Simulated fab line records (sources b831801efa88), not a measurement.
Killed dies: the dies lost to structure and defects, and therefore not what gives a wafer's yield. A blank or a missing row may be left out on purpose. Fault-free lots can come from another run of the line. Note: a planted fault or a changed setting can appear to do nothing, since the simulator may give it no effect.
One fault seen from 2 desks / flow sky130 / each desk has only its own numbers; what lay behind them comes last

DESK OF THE TOOL OWNER: implanter-01
For each lot that ran on this tool, the mean over its sampled wafers that have a number, from the tool's own readings at SKY_PWDE_IMPLANT_08. A lot is out of limits, marked OUT, if its mean lies more than 4 standard deviations from the usual mean; the brackets give that distance.
Columns: A = beam energy keV at SKY_PWDE_IMPLANT_08, usual 150.00; B = beam on s at SKY_PWDE_IMPLANT_08, usual 10.01 s; C = end station pressure torr at SKY_PWDE_IMPLANT_08, usual 5.02e-06 Torr; D = faraday current uA at SKY_PWDE_IMPLANT_08, usual 20.3
lot=L137; first seen here=day 4 02:16; A=150.02; B=9.92; C=4.87e-06; D=20.4
lot=L139; first seen here=day 4 17:47; A=149.98; B=10.02; C=4.93e-06; D=20.2
lot=L141; first seen here=day 5 04:40; A=150.06; B=9.98; C=4.76e-06; D=20.3
lot=L142; first seen here=day 5 11:19; A=150.04; B=10.00; C=4.85e-06; D=20.3
lot=L144; first seen here=day 6 08:49; A=149.98; B=12.44 (+14) OUT; C=5.23e-06; D=16.3 (-11) OUT
lot=L148; first seen here=day 6 23:15; A=150.00; B=12.66 (+15) OUT; C=4.95e-06; D=16.0 (-12) OUT
lot=L149; first seen here=day 7 00:50; A=149.97; B=12.10 (+12) OUT; C=5.10e-06; D=16.8 (-9.5) OUT
Finding of this desk: L144, L148, L149 out of limits; the first was L144 at day 6 08:49, on beam on s at SKY_PWDE_IMPLANT_08. Within limits: L137, L139, L141, L142.

METROLOGY DESK
What the gauges read, lot by lot, whatever tool the lot ran on: means of the sampled wafers that have a number. A lot is out of limits, marked OUT, if its mean lies more than 4 standard deviations from the usual mean; the brackets give that distance.
Columns: A = FIELD_ISO_CVD_03_THK at SKY_FIELD_ISO_THK_MEAS_04, usual 165.2 nm; B = PWDE_TW at SKY_PWDE_TW_MEAS_10, usual 369.0; C = PWDE_RS at SKY_NWELL_RS_MEAS_31, usual 5276 ohm/sq
lot=L137; first seen here=day 1 23:29; A=166.2; B=369.7; C=5282
lot=L138; first seen here=day 2 05:23; A=166.6; B=369.2; C=5302
lot=L139; first seen here=day 2 10:48; A=163.5; B=372.6; C=5282
lot=L141; first seen here=day 2 19:30; A=165.0; B=371.9; C=5266
lot=L142; first seen here=day 3 00:37; A=167.4; B=364.5; C=5294
lot=L144; first seen here=day 3 23:11; A=164.2; B=394.0 (+8.6) OUT; C=4487 (-39) OUT
lot=L148; first seen here=day 4 06:31; A=166.1; B=390.6 (+7.4) OUT; C=4491 (-39) OUT
lot=L149; first seen here=day 4 11:29; A=164.9; B=394.7 (+8.9) OUT; C=4497 (-39) OUT
lot=L153; first seen here=day 5 07:53; A=165.6; B=367.0; C=5244
lot=L155; first seen here=day 5 17:29; A=164.6; B=371.4; C=5269
lot=L158; first seen here=day 6 10:38; A=165.0; B=366.1; C=5254
This desk's result: L144, L148, L149 out of limits, first on L144 (PWDE_TW at SKY_PWDE_TW_MEAS_10), day 6 09:04. Within limits: L137, L138, L139, L141, L142, L153, L155, L158.

BROUGHT TOGETHER
The tool owner's desk had the chance to raise an alarm at day 6 08:49 on L144, L148, L149.
On L144, L148, L149, the metrology desk was in a position to raise an alarm at day 6 09:04.
The lots listed all ran SKY_PWDE_IMPLANT_08 on implanter-01.

WHAT THE SIMULATOR HAD INSERTED
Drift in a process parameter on implanter-01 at SKY_PWDE_IMPLANT_08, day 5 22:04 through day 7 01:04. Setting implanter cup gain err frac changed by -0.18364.
Shown lots that were struck: L144, L148, L149.
Counting hours from when the fault started, the first reading out of limits came at 11 for the tool owner's desk and at 11 for the metrology desk.
